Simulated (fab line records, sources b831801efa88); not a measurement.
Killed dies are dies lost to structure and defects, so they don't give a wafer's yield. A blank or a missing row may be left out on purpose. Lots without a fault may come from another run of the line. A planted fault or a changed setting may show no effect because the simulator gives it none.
Which tool did it? | flow sky130 | 13 lots, 39 wafers sampled, at 4 steps of a route of 708

WHAT THE GAUGES READ, wafer by wafer
SKY_SONOS_ONO_THK_MEAS_01.
lot  | measured     | on            | SONOS_ONO_OXIDATION_THK (nm)
L450 | day 12 04:40 | film_metro-03 | 2.58 2.47 2.56
L451 | day 12 17:03 | film_metro-02 | 2.64 2.71 2.69
L452 | day 12 22:12 | film_metro-04 | 2.67 2.63 2.65
L453 | day 13 08:21 | film_metro-04 | 2.65 2.66 2.57
L454 | day 13 14:51 | film_metro-02 | 2.49 2.48 2.56
L455 | day 13 17:21 | film_metro-04 | 2.53 2.57 2.62
L456 | day 14 01:23 | film_metro-04 | 2.71 2.62 2.57
L457 | day 14 13:51 | film_metro-02 | 2.62 2.60 2.55
L458 | day 14 17:52 | film_metro-03 | 2.50 2.59 2.57
L462 | day 16 00:58 | film_metro-03 | 2.59 2.67 2.59
L465 | day 17 04:34 | film_metro-03 | 2.60 2.53 2.61
L468 | day 17 14:57 | film_metro-04 | 2.64 2.61 2.59
L469 | day 18 10:50 | film_metro-04 | 2.60 2.66 2.60

SKY_VIA1_CD_MEAS_12: target cd 150 nm.
lot  | measured     | on        | cd_nm (nm)
L450 | day 35 07:16 | cd_sem-01 | 149.8 151.7 149.8
L451 | day 35 11:25 | cd_sem-01 | 150.7 150.5 150.2
L452 | day 35 15:49 | cd_sem-02 | 150.7 151.4 150.6
L453 | day 36 10:26 | cd_sem-01 | 150.5 151.4 151.2
L454 | day 36 14:57 | cd_sem-01 | 150.2 148.9 150.2
L455 | day 36 17:10 | cd_sem-02 | 149.8 152.0 152.7
L456 | day 36 20:58 | cd_sem-01 | 148.7 148.5 149.8
L457 | day 37 17:51 | cd_sem-01 | 148.4 148.8 148.9
L458 | day 37 19:34 | cd_sem-02 | 150.6 150.4 150.2
L462 | day 39 01:38 | cd_sem-02 | 149.7 148.2 149.5
L465 | day 39 21:37 | cd_sem-02 | 152.3 151.3 151.9
L468 | day 40 08:20 | cd_sem-01 | 151.7 150.2 150.2
L469 | day 40 22:13 | cd_sem-01 | 150.2 149.7 149.5

WHICH TOOL RAN EACH LOT (tool, then ch and the chambers of the sampled wafers, then the start)
lot  | SKY_VT_ADJUST_NCORE_STRIP_10         | SKY_CONTACT_EXPOSE_11
L450 | plasma_asher-01 ch 0,1, day 9 02:46  | krf_scanner-02 ch 0, day 32 05:52
L451 | plasma_asher-03 ch 0,1, day 9 15:51  | krf_scanner-02 ch 0, day 32 11:42
L452 | plasma_asher-03 ch 0, day 9 20:03    | krf_scanner-01 ch 0, day 32 16:50
L453 | plasma_asher-03 ch 0,1, day 10 05:34 | krf_scanner-01 ch 0, day 33 10:01
L454 | plasma_asher-04 ch 0,1, day 10 09:53 | krf_scanner-02 ch 0, day 33 14:26
L455 | plasma_asher-01 ch 0,1, day 10 13:10 | krf_scanner-01 ch 0, day 33 18:37
L456 | plasma_asher-04 ch 0,1, day 10 20:45 | krf_scanner-02 ch 0, day 33 23:16
L457 | plasma_asher-04 ch 0,1, day 11 07:56 | krf_scanner-02 ch 0, day 34 18:46
L458 | plasma_asher-01 ch 0, day 11 10:25   | krf_scanner-01 ch 0, day 34 20:25
L462 | plasma_asher-04 ch 0, day 12 12:01   | krf_scanner-01 ch 0, day 36 04:41
L465 | plasma_asher-01 ch 0,1, day 13 10:10 | krf_scanner-02 ch 0, day 37 01:35
L468 | plasma_asher-04 ch 0,1, day 14 03:12 | krf_scanner-02 ch 0, day 37 13:12
L469 | plasma_asher-01 ch 0,1, day 14 13:51 | krf_scanner-02 ch 0, day 38 02:52
- SKY_VT_ADJUST_NCORE_STRIP_10: strips in O2/N2.
- SKY_CONTACT_EXPOSE_11: exposes mask CTM1, target cd 170 nm.

WHAT THE TOOLS THEMSELVES READ (means of the sampled wafers that have a number; where no wafer has one, the mark that the record gives instead)
SKY_VT_ADJUST_NCORE_STRIP_10.
lot  | tool            | drypump_motor_current_A (A) | oes_product_au (a.u.) | strip_time_to_endpoint_s (s)
L450 | plasma_asher-01 | 5.68                        | 0.718                 | 14.26
L451 | plasma_asher-03 | 5.42                        | 0.716                 | 14.15
L452 | plasma_asher-03 | 5.84                        | 0.718                 | 14.19
L453 | plasma_asher-03 | 5.42                        | 0.716                 | 14.24
L454 | plasma_asher-04 | 5.84                        | 0.711                 | 14.16
L455 | plasma_asher-01 | 5.70                        | 0.714                 | 14.17
L456 | plasma_asher-04 | 5.95                        | 0.719                 | 14.18
L457 | plasma_asher-04 | 5.84                        | 0.716                 | 14.23
L458 | plasma_asher-01 | 5.56                        | 0.714                 | 14.16
L462 | plasma_asher-04 | 6.03                        | 0.719                 | 14.21
L465 | plasma_asher-01 | 5.61                        | 0.716                 | 14.12
L468 | plasma_asher-04 | 5.86                        | 0.715                 | 14.12
L469 | plasma_asher-01 | 5.69                        | 0.716                 | 14.24

SKY_CONTACT_EXPOSE_11.
lot  | tool           | exposure_dose_mJ_cm2
L450 | krf_scanner-02 | 37.83
L451 | krf_scanner-02 | 37.80
L452 | krf_scanner-01 | 37.81
L453 | krf_scanner-01 | 37.80
L454 | krf_scanner-02 | 37.84
L455 | krf_scanner-01 | 38.64
L456 | krf_scanner-02 | 37.84
L457 | krf_scanner-02 | 37.83
L458 | krf_scanner-01 | 38.46
L462 | krf_scanner-01 | 38.36
L465 | krf_scanner-02 | 37.81
L468 | krf_scanner-02 | 37.85
L469 | krf_scanner-02 | 37.84

THE ANSWER, worked out from the rows above alone
Rule: what is usual is taken from the lots themselves. Put in order of their means at a reading, lots are off if they are a third of the lots or fewer, leave a main group of 4 or more, and stand apart from it by a gap of 3 or more times the standard deviation of the main group's means; of several such gaps the widest counts. A main group whose means are all the same, to the digits that the tables above print for the reading, isn't used. A lot without any number at a reading at which 4 lots or more have one is off too. The other lots that the step has rows for count as sound. The gauges are gone through in route order, then the tools' own readings, and for those a lot's mean is taken as printed above. The first step at which some lot is off is used, and at that step the reading that is off furthest; a lot without a number counts as furthest.
Off: L455, L458, L462, at SKY_CONTACT_EXPOSE_11 (exposure_dose_mJ_cm2). The main group: mean 37.83, standard deviation 0.017.
A tool fits if, at that step or a process step before it, it ran every lot that is off, and no sound lot after the first of them. One fits: krf_scanner-01 at SKY_CONTACT_EXPOSE_11. Its last sound lot is L453 (day 33 10:01), its first lot that is off L455 (day 33 18:37): a fault that began between those two fits.
The tool's own readings at SKY_CONTACT_EXPOSE_11 bear it out: on the lots that are off they differ by more than 5 times the standard deviation of the sound lots' means. exposure_dose_mJ_cm2 reads 38.49 there against 37.83 on the sound lots.

WHAT THE SIMULATOR HAD PUT IN
Process parameter drift: krf_scanner-01, from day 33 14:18 on, at SKY_CONTACT_EXPOSE_11. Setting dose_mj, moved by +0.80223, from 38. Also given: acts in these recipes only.
Lots struck among those shown: L455, L458, L462. The rule above found the same.
